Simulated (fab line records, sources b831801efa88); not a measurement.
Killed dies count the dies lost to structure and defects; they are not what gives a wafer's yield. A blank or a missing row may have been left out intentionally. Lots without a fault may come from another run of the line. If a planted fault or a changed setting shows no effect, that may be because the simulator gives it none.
Which of the tools did it? | flow sky130 | Sampling: 12 lots, 36 wafers, 3 of 708 route steps

WHAT THE GAUGES SHOWED, per wafer
SKY_SD_N_RS_MEAS_18: a four-point-probe measurement. Usual: for RES_XHIGH_RS the level is 333.2 ohm/sq and the standard deviation is 1.1.
lot  | measured     | on            | RES_XHIGH_RS (ohm/sq) | flag
L228 | day 28 06:22 | film-metro-02 | 334.6 334.2 334.2     |
L229 | day 28 20:01 | film-metro-03 | 333.1 333.2 333.2     |
L233 | day 30 12:52 | film-metro-02 | 331.9 332.8 332.4     |
L235 | day 30 13:30 | film-metro-04 | 331.5 333.5 332.9     |
L238 | day 31 14:20 | film-metro-04 | 333.2 332.9 333.3     |
L239 | day 31 19:04 | film-metro-04 | 334.3 334.7 335.0     |
L242 | day 32 22:19 | film-metro-04 | 332.0 334.3 334.5     |
L244 | day 33 15:19 | film-metro-03 | 334.8 334.6 334.9     |
L246 | day 34 15:52 | film-metro-04 | 331.8 331.2 333.1     |
L248 | day 34 21:44 | film-metro-04 | 332.7 333.4 333.6     |
L249 | day 34 23:37 | film-metro-03 | 332.9 335.5 332.5     |
L250 | day 35 19:49 | film-metro-04 | 332.8 333.6 333.1     |

WHAT TOOL EACH LOT RAN ON (gives the tool, then ch and the chambers of the sampled wafers, and finally the start)
lot  | SKY_FIELD_ISO_ETCH_14             | SKY_LDD_N_EXPOSE_04
L228 | rie-diel-03 ch 0,1,3, day 2 10:23 | iline-stepper-02 ch 0, day 17 10:46
L229 | rie-diel-04 ch 0,1,2, day 2 13:49 | iline-stepper-02 ch 0, day 17 18:53
L233 | rie-diel-01 ch 0,2,3, day 3 16:49 | iline-stepper-01 ch 0, day 19 18:51
L235 | rie-diel-04 ch 0,1,3, day 3 23:11 | iline-stepper-01 ch 0, day 19 21:34
L238 | rie-diel-03 ch 0,2,3, day 4 13:18 | iline-stepper-02 ch 0, day 21 01:16
L239 | rie-diel-04 ch 2,3, day 4 18:30   | iline-stepper-01 ch 0, day 21 07:53
L242 | rie-diel-01 ch 0,2,3, day 5 10:28 | iline-stepper-01 ch 0, day 22 14:07
L244 | rie-diel-01 ch 0,2,3, day 5 22:20 | iline-stepper-02 ch 0, day 23 10:50
L246 | rie-diel-04 ch 0,1,3, day 6 08:19 | iline-stepper-01 ch 0, day 24 14:09
L248 | rie-diel-04 ch 0,2,3, day 6 18:17 | iline-stepper-01 ch 0, day 24 18:19
L249 | rie-diel-01 ch 1,2,3, day 6 22:41 | iline-stepper-02 ch 0, day 24 21:38
L250 | rie-diel-03 ch 1,2, day 7 04:34   | iline-stepper-01 ch 0, day 25 22:58
- SKY_FIELD_ISO_ETCH_14: etches BARC in N2/H2, stops on SiO2, time 45.9 s, target depth 60 nm.
- SKY_LDD_N_EXPOSE_04: exposes mask NTM, target cd 840 nm.

WHAT THE TOOLS THEMSELVES READ (means of the sampled wafers that have a number; where no wafer has one, the mark that the record gives instead)
SKY_FIELD_ISO_ETCH_14. Usual: chamber-pressure-mTorr 30.003 mTorr, standard deviation 0.027; drypump-motor-current-A 5.8 A, standard deviation 0.49; oes-product-au 0.855 a.u., standard deviation 0.0051; throttle-valve-pct 13.223 %, standard deviation 0.0093.
lot  | tool        | chamber-pressure-mTorr (mTorr) | drypump-motor-current-A (A) | oes-product-au (a.u.) | throttle-valve-pct (%) | flag
L228 | rie-diel-03 | 29.995                         | 6.2                         | 0.853                 | 13.219                 |
L229 | rie-diel-04 | 29.997                         | 5.9                         | 0.852                 | 13.219                 |
L233 | rie-diel-01 | 29.989                         | 5.5                         | 0.861                 | 13.235                 |
L235 | rie-diel-04 | 29.985                         | 5.8                         | 0.860                 | 13.224                 |
L238 | rie-diel-03 | 30.029                         | 6.2                         | 0.854                 | 13.234                 |
L239 | rie-diel-04 | 29.993                         | 6.2                         | 0.860                 | 13.222                 |
L242 | rie-diel-01 | 29.980                         | 5.5                         | 0.848                 | 13.224                 |
L244 | rie-diel-01 | 29.998                         | 5.5                         | 0.854                 | 13.226                 |
L246 | rie-diel-04 | 30.016                         | 5.8                         | 0.854                 | 13.222                 |
L248 | rie-diel-04 | 29.992                         | 5.8                         | 0.858                 | 13.216                 |
L249 | rie-diel-01 | 29.969                         | 5.6                         | 0.860                 | 13.231                 |
L250 | rie-diel-03 | 30.015                         | 5.6                         | 0.850                 | 13.219                 |

SKY_LDD_N_EXPOSE_04. Usual: reticle-temp-C 23.02 C, standard deviation 0.097.
lot  | tool             | reticle-temp-C (C) | flag
L228 | iline-stepper-02 | 23.06              |
L229 | iline-stepper-02 | 23.10              |
L233 | iline-stepper-01 | 22.97              |
L235 | iline-stepper-01 | 23.07              |
L238 | iline-stepper-02 | 23.06              |
L239 | iline-stepper-01 | 23.01              |
L242 | iline-stepper-01 | 23.04              |
L244 | iline-stepper-02 | 23.07              |
L246 | iline-stepper-01 | 23.02              |
L248 | iline-stepper-01 | 23.05              |
L249 | iline-stepper-02 | 23.07              |
L250 | iline-stepper-01 | 23.00              |

THE ANSWER, worked out from the rows above alone
Rule: a lot is off if the mean of its wafers that have a number lies more than 3 standard deviations from the usual mean. A lot without any number at a reading at which 4 lots or more have one is off too. Any other lot the step has rows for is counted as sound. First the gauges in route order, then the tools' own readings, where a lot's mean is used as printed above. The first step at which some lot is off is used, and at that step the reading that is off furthest; a lot without a number counts as furthest.
None of the lots is off at any reading shown; this tells nothing.

WHAT THE SIMULATOR PUT IN
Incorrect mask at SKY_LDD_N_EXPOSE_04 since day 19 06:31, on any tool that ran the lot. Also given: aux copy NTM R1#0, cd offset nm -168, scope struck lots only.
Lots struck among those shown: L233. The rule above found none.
